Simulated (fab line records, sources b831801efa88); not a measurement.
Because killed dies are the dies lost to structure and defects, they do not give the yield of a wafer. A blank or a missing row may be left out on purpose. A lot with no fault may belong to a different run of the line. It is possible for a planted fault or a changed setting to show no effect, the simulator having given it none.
Commonality check across tools	flow gf180mcu	Sample size 11 lots and 33 wafers

== THE REASON FOR OPENING IT ==
2 of 11 lots carry a flag on the reading V1_CVD_00_THK at GF_V1_THK_MEAS_01. Wafers without a fault read 605 nm, standard deviation 5.6.
Rule: a lot is flagged in two cases, either no wafer of it has a number, or all its wafers with numbers fall more than 4 standard deviations from that mean. All remaining lots are regarded as sound.

lot	measured	on	V1_CVD_00_THK (nm), wafer by wafer	flag
L890	day 16 23:30	film metro-04	602 606 604	
L894	day 18 14:07	film metro-04	608 606 600	
L895	day 18 21:13	film metro-01	608 601 606	
L896	day 19 08:34	film metro-04	602 602 602	
L898	day 20 06:13	film metro-04	598 596 601	
L904	day 22 12:11	film metro-02	728 725 716	FLAGGED
L905	day 22 14:55	film metro-04	737 729 734	FLAGGED
L907	day 23 10:25	film metro-04	608 609 607	
L910	day 24 05:45	film metro-01	614 608 605	
L912	day 24 22:12	film metro-04	605 607 620	
L913	day 25 06:02	film metro-04	605 605 598	
The numbers of the flagged lots are 728 nm on average: +123 nm against the usual, or +22 standard deviations.

== WHICH TOOL RAN EACH LOT ==
Before the reading, the record contains 4 process steps out of a 602-step route. Cell contents, in order: the tool; ch with the chambers the sampled wafers went through; the start.
lot	flag	GF_CONTACT_ETCH_16	GF_CONTACT_CVD_24	GF_CONTACT_CMP_27	GF_V1_CVD_00
L890		rie diel-04 ch 0,1,3, day 15 23:16	cvd w-01 ch 0,1, day 15 23:49	cmp-01 ch 1,3, day 16 00:09	hdpcvd-02 ch 0,2, day 16 23:26
L894		rie diel-04 ch 0,2, day 17 12:15	cvd w-02 ch 0,1, day 17 12:51	cmp-01 ch 1,2, day 17 13:06	hdpcvd-02 ch 0,2, day 18 14:01
L895		rie diel-04 ch 0,2,3, day 17 19:34	cvd w-01 ch 0,1, day 17 20:07	cmp-02 ch 0,1,3, day 17 20:24	hdpcvd-01 ch 1,2, day 18 21:09
L896		rie diel-02 ch 2,3, day 18 07:13	cvd w-02 ch 0,1, day 18 07:46	cmp-01 ch 2,3, day 18 08:03	hdpcvd-02 ch 0,1,2, day 19 08:29
L898		rie diel-03 ch 0,2, day 19 04:03	cvd w-01 ch 0,1, day 19 04:37	cmp-02 ch 1,2,3, day 19 04:56	hdpcvd-02 ch 0,1, day 20 06:09
L904	FLAGGED	rie diel-04 ch 2,3, day 21 09:51	cvd w-02 ch 1, day 21 10:29	cmp-01 ch 0,1,3, day 21 10:49	hdpcvd-02 ch 1,2, day 22 12:06
L905	FLAGGED	rie diel-02 ch 0,2,3, day 21 13:24	cvd w-02 ch 0,1, day 21 13:59	cmp-01 ch 0,3, day 21 14:16	hdpcvd-02 ch 0,1, day 22 14:51
L907		rie diel-02 ch 1,2,3, day 22 09:15	cvd w-02 ch 0, day 22 09:54	cmp-02 ch 0,1,2, day 22 10:11	hdpcvd-01 ch 2, day 23 10:19
L910		rie diel-03 ch 0,1,2, day 23 04:18	cvd w-02 ch 0,1, day 23 04:55	cmp-02 ch 0,1,3, day 23 05:12	hdpcvd-01 ch 1,2, day 24 05:40
L912		rie diel-02 ch 2,3, day 23 21:33	cvd w-01 ch 0,1, day 23 22:07	cmp-01 ch 0,1,3, day 23 22:29	hdpcvd-01 ch 0,1,2, day 24 22:07
L913		rie diel-02 ch 0,1, day 24 05:21	cvd w-01 ch 0,1, day 24 05:55	cmp-01 ch 0,1, day 24 06:15	hdpcvd-01 ch 1,2, day 25 05:58
What is done by these steps:
- GF_CONTACT_ETCH_16: etches BARC in N2/H2.
- GF_CONTACT_CVD_24: deposits W, target thk 300 nm, time 90.339 s.
- GF_CONTACT_CMP_27: polishes, stops on SiO2, t overpolish 15 s, target thk 0 nm.
- GF_V1_CVD_00: deposits SiO2, target thk 600 nm, time 100 s.
- GF_V1_THK_MEAS_01

== FLAGGED AGAINST TOTAL, ONE TOOL AT A TIME (gauges that did the reading follow at the end) ==
step	tool	lots run	flagged	share of the flagged lots	sound lots run after its first flagged lot
GF_CONTACT_ETCH_16	rie diel-02	5	1	some	3 (L907,L912,L913)
GF_CONTACT_ETCH_16	rie diel-03	2	0	none	-
GF_CONTACT_ETCH_16	rie diel-04	4	1	some	0
GF_CONTACT_CVD_24	cvd w-01	5	0	none	-
GF_CONTACT_CVD_24	cvd w-02	6	2	all	2 (L907,L910)
GF_CONTACT_CMP_27	cmp-01	7	2	all	2 (L912,L913)
GF_CONTACT_CMP_27	cmp-02	4	0	none	-
GF_V1_CVD_00	hdpcvd-01	5	0	none	-
GF_V1_CVD_00	hdpcvd-02	6	2	all	0
GF_V1_THK_MEAS_01	film metro-01	2	0	none	-
GF_V1_THK_MEAS_01	film metro-02	1	1	some	0
GF_V1_THK_MEAS_01	film metro-04	8	1	some	3 (L907,L912,L913)

== WHAT THE TABLE PERMITS ==
cvd w-02 at GF_CONTACT_CVD_24, cmp-01 at GF_CONTACT_CMP_27 and hdpcvd-02 at GF_V1_CVD_00: these 3 rows of the table ran every flagged lot.
- cvd w-02 at GF_CONTACT_CVD_24 ran 6 lots, 2 of them flagged. Sound lots followed the first flagged one (L907, L910) on it, something a lasting fault affecting the whole tool could not allow.
- cmp-01 at GF_CONTACT_CMP_27 ran 7 lots, 2 of them flagged. Sound lots followed the first flagged one (L912, L913) on it, something a lasting fault affecting the whole tool could not allow.
- hdpcvd-02 at GF_V1_CVD_00 ran 6 lots, 2 of them flagged. Last sound lot L898 at day 20 06:09, first flagged lot L904 at day 22 12:06; a fault beginning in between fits. Its own readings lie more than 4 standard deviations out on every wafer of the flagged lots: sih4 flow sccm.
hdpcvd-02 at GF_V1_CVD_00 is the single tool remaining.

== WHAT THE SIMULATOR PUT IN ==
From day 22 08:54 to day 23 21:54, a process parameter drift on hdpcvd-02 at GF_V1_CVD_00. Setting sih4 flow sccm, moved by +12, from 60. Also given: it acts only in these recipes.
Struck lots among those shown: L904, L905. This agrees with what the rule above found.
